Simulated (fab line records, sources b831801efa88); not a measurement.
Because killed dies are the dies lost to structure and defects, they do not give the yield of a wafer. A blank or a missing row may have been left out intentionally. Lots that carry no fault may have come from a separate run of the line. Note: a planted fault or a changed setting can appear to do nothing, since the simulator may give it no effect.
2 desks looking at one fault + flow sky130 + each desk has only its own numbers; what lay behind them comes last

== THE METROLOGY DESK ==
Lot by lot, what the gauges showed, no matter which tool ran the lot: averages of those sampled wafers that carry a number. Marked OUT: a lot whose mean sits more than 4 standard deviations from the usual mean, which makes it out of limits; the brackets give that distance.
Columns: A = SPACER_CVD_00_THK at SKY_SPACER_THK_MEAS_01, usual 43.0 nm; B = LI_CONTACT_BOW at SKY_LI_CONTACT_BOW_MEAS_03, usual 55 um; C = cd_nm at SKY_LOCAL_INTERCONNECT_CD_MEAS_11, usual 170.8 nm
| lot  | first seen here | A              | B  | C     |
|------|-----------------|----------------|----|-------|
| L749 | day 22 19:54    | 43.4           | 58 | 173.1 |
| L750 | day 23 13:29    | 43.1           | 57 | 170.4 |
| L751 | day 23 17:35    | 43.5           | 57 | 174.1 |
| L752 | day 24 01:39    | 43.4           | 52 | 169.3 |
| L756 | day 25 19:36    | 34.6 (-23) OUT | 51 | 171.0 |
| L767 | day 29 11:29    | 43.0           | 51 | 171.9 |
| L766 | day 29 13:01    | 42.7           | 50 | 169.4 |
| L768 | day 29 16:22    | 42.4           | 61 | 170.8 |
| L769 | day 30 19:02    | 43.2           | 63 | 169.7 |
| L771 | day 30 21:00    | 42.9           | 53 | 171.4 |
| L772 | day 31 04:33    | 43.2           | 51 | 172.7 |
This desk reports L756 out of limits; the earliest was L756 at day 25 19:36 (SPACER_CVD_00_THK at SKY_SPACER_THK_MEAS_01). L749, L750, L751, L752, L767, L766, L768, L769, L771, L772 stayed within limits.

== FOR THE TOOL OWNER'S DESK: lpcvd-02 ==
The tool's own readings at SKY_SPACER_CVD_00 (deposits Si3N4 from DCS/NH3, target thk 43.1 nm, time 740 s): means of the sampled wafers that have a number, for each lot that ran on this tool. Marked OUT: a lot whose mean sits more than 4 standard deviations from the usual mean, which makes it out of limits; the brackets give that distance.
Columns: A = pressure_mtorr at SKY_SPACER_CVD_00, usual 249.9 mTorr; B = spike_tc_centre_C at SKY_SPACER_CVD_00, usual 770.7 C; C = spike_tc_lower_C at SKY_SPACER_CVD_00, usual 770.3 C
| lot  | first seen here | A                       | B     | C     |
|------|-----------------|-------------------------|-------|-------|
| L749 | day 22 18:41    | 249.7                   | 771.3 | 770.8 |
| L750 | day 23 12:17    | 249.6                   | 771.0 | 771.3 |
| L751 | day 23 16:22    | 249.7                   | 770.3 | 770.7 |
| L752 | day 23 23:50    | 250.4                   | 771.6 | 769.9 |
| L756 | day 25 18:23    | 124.4 (-99 or more) OUT | 770.8 | 769.6 |
| L767 | day 29 10:16    | 250.3                   | 771.5 | 770.6 |
| L766 | day 29 11:49    | 249.8                   | 770.0 | 771.0 |
| L768 | day 29 15:10    | 250.4                   | 771.3 | 770.6 |
| L769 | day 30 17:49    | 250.1                   | 770.3 | 769.7 |
| L771 | day 30 19:47    | 250.0                   | 771.0 | 770.3 |
| L772 | day 31 03:20    | 249.5                   | 769.5 | 770.0 |
This desk's verdict: out of limits on L756, starting with L756 at day 25 18:23 (pressure_mtorr at SKY_SPACER_CVD_00). L749, L750, L751, L752, L767, L766, L768, L769, L771, L772 stayed within limits.

== ALL TOGETHER ==
On L756, at day 25 18:23, an alarm was possible from the tool owner's desk.
On L756, the metrology desk was in a position to raise an alarm at day 25 19:36.
Of the lots named, all ran SKY_SPACER_CVD_00 on lpcvd-02.

== WHAT THE SIMULATOR PUT IN ==
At SKY_SPACER_CVD_00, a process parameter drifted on lpcvd-02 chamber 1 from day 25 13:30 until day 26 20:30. From 250, the setting pressure_mtorr moved by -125. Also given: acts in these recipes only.
Shown lots that were struck: L756.
Hours from the fault's start to each desk's first reading out of limits: the tool owner's desk, 5; the metrology desk, 6.
